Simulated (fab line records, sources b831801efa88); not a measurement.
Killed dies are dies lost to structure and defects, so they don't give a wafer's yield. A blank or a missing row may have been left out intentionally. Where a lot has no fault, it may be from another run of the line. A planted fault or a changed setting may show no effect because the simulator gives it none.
Struck lot and sound lot, side by side :: flow sfq line :: 18 out of 325 route steps
Sound: wafers L852.1, L852.2, L852.5. Struck: wafers L866.1, L866.2, L866.4. Last of all comes the cause.
Per side, at each step with rows, come the tool, then ch with its chambers, and then its first start. Under that, the readings that differ: sound wafers :: struck wafers :: difference of the means :: sigmas: that difference in standard deviations of wafers without a fault.
alike: readings whose means differ by less than 2 such deviations, and words and numbers that are the same on both sides. not compared: withheld readings, readings that some wafer has no value for, bounds like >300 that may hide the same value, and numbers for which the record gives no deviation and whose values overlap.
The two part at a step that has a row with sigmas, a row that says differs or no value, or rows on one side only. When numbers do not overlap yet have no deviation, they are printed without sigmas and do not part them. Lack of a reading on every wafer of one side parts them only where that side has two or more wafers.

first, 2 steps without rows for these wafers: SFQ_TRILAYER_I4_VIA_STRIP_SOLV_CLEAN_108 (cleans in NMP, time 600 s); SFQ_TRILAYER_JJ_TRILAYER_DEP_PRE_CLEAN_113 (time 22.5 s).
SFQ_TRILAYER_JJ_TRILAYER_DEP_SPUTTER_109: material Nb, target thk 150 nm, time 100 s.
  sound: pvd sputter-04 at day 53 20:32; struck: pvd sputter-05 at day 68 23:25
  alike: cathode dc power W, chamber pressure pa, throttle valve pct
SFQ_TRILAYER_JJ_TRILAYER_DEP_SPUTTER_110: material Al, target thk 8 nm, time 10 s.
  sound: pvd sputter-04 at day 53 20:37; struck: pvd sputter-05 at day 68 23:30
  alike: cathode dc power W, chamber pressure pa, throttle valve pct
then, 1 step without rows for these wafers: SFQ_TRILAYER_JJ_TRILAYER_DEP_AL_OXIDATION_111 (oxidation time 600 s).
SFQ_TRILAYER_JJ_TRILAYER_DEP_SPUTTER_112: material Nb, target thk 170 nm, time 113.3 s.
  sound: pvd sputter-04 at day 53 21:38; struck: pvd sputter-05 at day 69 00:31
  alike: cathode dc power W, chamber pressure pa, throttle valve pct
SFQ_JJ_RS_MEAS_929: a four-point-probe measurement.
  sound: film metro-04 at day 53 21:43; struck: film metro-04 at day 69 00:36
  alike: JJ_NB_RS
then, 4 steps without rows for these wafers: SFQ_TRILAYER_JJ_CE_LITHO_COAT_119 (resist thk 62 nm); SFQ_TRILAYER_JJ_CE_LITHO_COAT_114 (resist thk 608.3 nm); SFQ_TRILAYER_JJ_CE_LITHO_SOFTBAKE_118; SFQ_TRILAYER_JJ_CE_LITHO_EXPOSE_115 (exposes mask J5, target cd 700 nm).
SFQ_TRILAYER_JJ_CE_LITHO_PEB_117: peb time 60 s.
  sound on litho track-02 ch 0, day 53 23:51; struck on litho track-04 ch 0, day 69 02:44
then, 1 step without rows for these wafers: SFQ_TRILAYER_JJ_CE_LITHO_DEVELOP_116 (time 60 s).
SFQ_JJ_OVL_MEAS_931:
  sound: overlay-02 at day 54 00:09; struck: overlay-02 at day 69 03:02
  alike: J5_OVL
SFQ_TRILAYER_JJ_CE_METRO_MEASURE_117:
  sound: cd sem-02 at day 54 00:11; struck: cd sem-02 at day 69 03:04
reading: cd nm (nm)
sound: 699.4 698.8 697.8
struck: 675.6 676.7 675.2
difference: -22.8
sigmas: -18
SFQ_TRILAYER_JJ_CE_BARC_OPEN_RIE_150: chemistry O2, target BARC, target depth 240 nm, time 80 s.
  sound on rie metal-04 ch 1, day 54 01:23; struck on rie metal-02 ch 0, day 69 04:16
reading: drypump motor current A (A)
sound: 6.4 6.4 6.4
struck: 5.5 5.5 5.5
difference: -0.9
sigmas: -3

reading: model.JJ.cd nm (nm)
sound: 699.3 699.3 699.1
struck: 674.4 676 674.6
difference: -24.2
sigmas: 
  alike: oes product au
  not compared: rf hours counter h
SFQ_TRILAYER_JJ_CE_ETCH_RIE_118: chemistry SF6, target Nb, stops on Al2O3, time 97.7 s, target depth 170 nm.
  sound on rie metal-04 ch 1, day 54 01:34; struck on rie metal-02 ch 0, day 69 04:27
reading: drypump motor current A (A)
sound: 6.4 6.4 6.4
struck: 5.5 5.4 5.5
difference: -0.9
sigmas: -3

reading: model.JJ.cd nm (nm)
sound: 699.4 698.9 698.9
struck: 674.1 675.7 673.8
difference: -24.5
sigmas: 
  alike: oes product au
  not compared: rf hours counter h
following that, these wafers have no rows for 1 step: SFQ_TRILAYER_JJ_ANODIZE_ANODIZE_119.

## WHERE THEY PART
At SFQ_TRILAYER_JJ_CE_METRO_MEASURE_117 first; at SFQ_TRILAYER_JJ_CE_ETCH_RIE_118 last (within this record only).

WHY: what the simulator had put in
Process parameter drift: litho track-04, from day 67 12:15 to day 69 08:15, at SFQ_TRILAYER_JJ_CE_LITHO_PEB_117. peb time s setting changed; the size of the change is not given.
